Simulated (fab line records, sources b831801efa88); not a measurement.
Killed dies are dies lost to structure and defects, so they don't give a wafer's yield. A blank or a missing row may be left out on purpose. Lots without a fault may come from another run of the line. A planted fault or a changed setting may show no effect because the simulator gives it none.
A struck lot beside a sound one | flow sky130 | 17 steps out of a route of 708
Sound: wafers L215.1, L215.2, L215.3. Struck: wafers L230.1, L230.2, L230.4. The cause comes at the end.
At each step with rows: each side's tool, then ch and its chambers, then its first start. Under that, the readings that differ: sound wafers | struck wafers | difference of the means | sigmas: that difference in standard deviations of wafers without a fault.
alike: readings whose means differ by less than 2 such deviations, and words and numbers that are the same on both sides. not compared: withheld readings, readings that some wafer has no value for, bounds like >300 that may hide the same value, and numbers for which the record gives no deviation and whose values overlap.
The two part at a step that has a row with sigmas, a row that says differs or no value, or rows on one side only. Numbers that don't overlap but have no deviation are shown without sigmas and don't part them. A reading that every wafer of one side lacks parts them only if that side has two wafers or more.

first, 1 step without rows for these wafers: SKY_SD_P_DEVELOP_06 (develop time 60 s).
SKY_SD_P_CD_MEAS_07: target cd 380 nm.
  sound on cd_sem-02, day 25 11:32; struck on cd_sem-01, day 31 04:58
  alike: cd_nm
SKY_SD_P_OVL_MEAS_08:
  sound on overlay-02, day 25 11:40; struck on overlay-02, day 31 05:05
  alike: SD_P_OVL
then, 1 step without rows for these wafers: SKY_SD_P_IMPLANT_09.
SKY_SD_P_STRIP_10: strips in O2/N2.
  sound on plasma_asher-03 ch 0,1, day 25 11:51; struck on plasma_asher-03 ch 0,1, day 31 05:16
  alike: chamber_pressure_mTorr, drypump_motor_current_A, oes_product_au, strip_time_to_endpoint_s
  not compared: rf_hours_counter_h
SKY_SD_P_TW_MEAS_11:
  sound on film_metro-04, day 25 11:57; struck on film_metro-02, day 31 05:22
  reading | sound          | struck         | difference | sigmas
  SD_P_TW | 2897 2909 2873 | 2800 2823 2794 | -87        | -3
then, 6 steps without rows for these wafers: SKY_RES_XHIGH_DEHYDRATE_00 (time 60 s); SKY_RES_XHIGH_HMDS_01 (prime time 60 s); SKY_RES_XHIGH_COAT_02 (resist thk 1140 nm); SKY_RES_XHIGH_SOFTBAKE_03 (time 60 s); SKY_RES_XHIGH_EXPOSE_04 (exposes mask URPM, target cd 1270 nm); SKY_RES_XHIGH_PEB_05.
SKY_RES_XHIGH_DEVELOP_06: develop time 60 s.
  sound on litho_track-01 ch 0, day 26 16:46; struck on litho_track-01, day 32 09:37
  no value came back on the struck wafers for chill_plate_temp_C (C), develop_time_s (s); on the sound wafers chill_plate_temp_C (C) reads 23.01 22.96 22.95
then, 1 step without rows for these wafers: SKY_RES_XHIGH_IMPLANT_07.
SKY_RES_XHIGH_STRIP_08: strips in O2/N2.
  sound on plasma_asher-01 ch 0,1, day 26 17:04; struck on plasma_asher-01 ch 0,1, day 32 09:55
  reading                      | sound             | struck            | difference | sigmas
  strip_time_to_endpoint_s (s) | 14.22 14.21 14.22 | 14.30 14.29 14.30 | +0.08      | +2
  alike: chamber_pressure_mTorr, drypump_motor_current_A, oes_product_au
  not compared: rf_hours_counter_h
SKY_RES_XHIGH_TW_MEAS_09:
  sound on film_metro-04, day 26 17:10; struck on film_metro-03, day 32 10:01
  reading      | sound          | struck   | difference | sigmas
  RES_XHIGH_TW | 1686 1680 1685 | 30 30 30 | -1654      | -69
then, 1 step without rows for these wafers: SKY_SD_N_DEHYDRATE_00 (time 60 s).

WHERE THEY PART
First at SKY_SD_P_TW_MEAS_11; last, within this record, at SKY_RES_XHIGH_TW_MEAS_09.

WHY: what the simulator had put in
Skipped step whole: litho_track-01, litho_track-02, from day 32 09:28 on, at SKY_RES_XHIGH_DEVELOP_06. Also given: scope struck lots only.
